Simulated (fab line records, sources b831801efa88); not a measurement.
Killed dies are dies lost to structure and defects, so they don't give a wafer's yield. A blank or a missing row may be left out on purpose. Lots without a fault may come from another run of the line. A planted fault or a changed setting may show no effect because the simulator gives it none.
A struck lot beside a sound one | flow sky130 | 15 steps out of a route of 708
Sound: wafers L363.3, L363.4, L363.5. Struck: wafers L369.1, L369.5, L369.6. The cause comes at the end.
At each step with rows: each side's tool, then ch and its chambers, then its first start. Under that, the readings that differ: sound wafers | struck wafers | difference of the means | sigmas: that difference in standard deviations of wafers without a fault.
alike: readings whose means differ by less than 2 such deviations, and words and numbers that are the same on both sides. not compared: withheld readings, readings that some wafer has no value for, bounds like >300 that may hide the same value, and numbers for which the record gives no deviation and whose values overlap.
The two part at a step that has a row with sigmas, a row that says differs or no value, or rows on one side only. Numbers that don't overlap but have no deviation are shown without sigmas and don't part them. A reading that every wafer of one side lacks parts them only if that side has two wafers or more.

first, 5 steps without rows for these wafers: SKY_VT_ADJUST_LVTN_COAT_13 (resist thk 1140 nm); SKY_VT_ADJUST_LVTN_SOFTBAKE_14 (time 60 s); SKY_VT_ADJUST_LVTN_EXPOSE_15 (exposes mask HVN STD DERIVED, target cd 600 nm); SKY_VT_ADJUST_LVTN_PEB_16; SKY_VT_ADJUST_LVTN_DEVELOP_17 (develop time 60 s).
SKY_VT_ADJUST_LVTN_OVL_MEAS_18:
  sound on overlay-02, day 8 20:34; struck on overlay-01, day 10 12:19
  alike: VT_ADJUST_LVTN_01_OVL
then, 1 step without rows for these wafers: SKY_VT_ADJUST_LVTN_IMPLANT_19.
SKY_VT_ADJUST_LVTN_STRIP_20: strips in O2/N2.
  sound on plasma_asher-01 ch 0,1, day 8 20:46; struck on plasma_asher-01 ch 0,1, day 10 12:31
  alike: drypump_motor_current_A, oes_product_au, strip_time_to_endpoint_s
  not compared: rf_hours_counter_h
SKY_VT_ADJUST_LVTN_TW_MEAS_21:
  sound on film_metro-02, day 8 20:52; struck on film_metro-01, day 10 12:37
  reading             | sound             | struck            | difference | sigmas
  VT_ADJUST_LVTN_2_TW | 189.4 189.0 188.9 | 185.9 185.7 186.4 | -3.1       | -2
then, 3 steps without rows for these wafers: SKY_VT_ADJUST_NCORE_DEHYDRATE_00 (time 60 s); SKY_VT_ADJUST_NCORE_HMDS_01 (prime time 60 s); SKY_VT_ADJUST_NCORE_COAT_02 (resist thk 1140 nm).
SKY_VT_ADJUST_NCORE_SOFTBAKE_03: time 60 s.
  sound on litho_track-02 ch 0, day 9 07:37; struck on litho_track-02 ch 0, day 10 23:46
  reading                  | sound             | struck            | difference | sigmas
  heater_power_total_W (W) | 56.54 56.61 56.56 | 57.52 57.52 57.65 | +0.99      | +22
  run_length_s (s)         | 89.23 89.29 89.43 | 86.18 86.18 86.19 | -3.13      | -26
  alike: chill_plate_temp_C, exhaust_pa
then, 2 steps without rows for these wafers: SKY_VT_ADJUST_NCORE_EXPOSE_04 (exposes mask LVTN COMPLEMENT THIN, target cd 380 nm); SKY_PAD_OPEN_PROBE_99.

WHERE THEY PART
First at SKY_VT_ADJUST_LVTN_TW_MEAS_21; last, within this record, at SKY_VT_ADJUST_NCORE_SOFTBAKE_03.

WHY: what the simulator had put in
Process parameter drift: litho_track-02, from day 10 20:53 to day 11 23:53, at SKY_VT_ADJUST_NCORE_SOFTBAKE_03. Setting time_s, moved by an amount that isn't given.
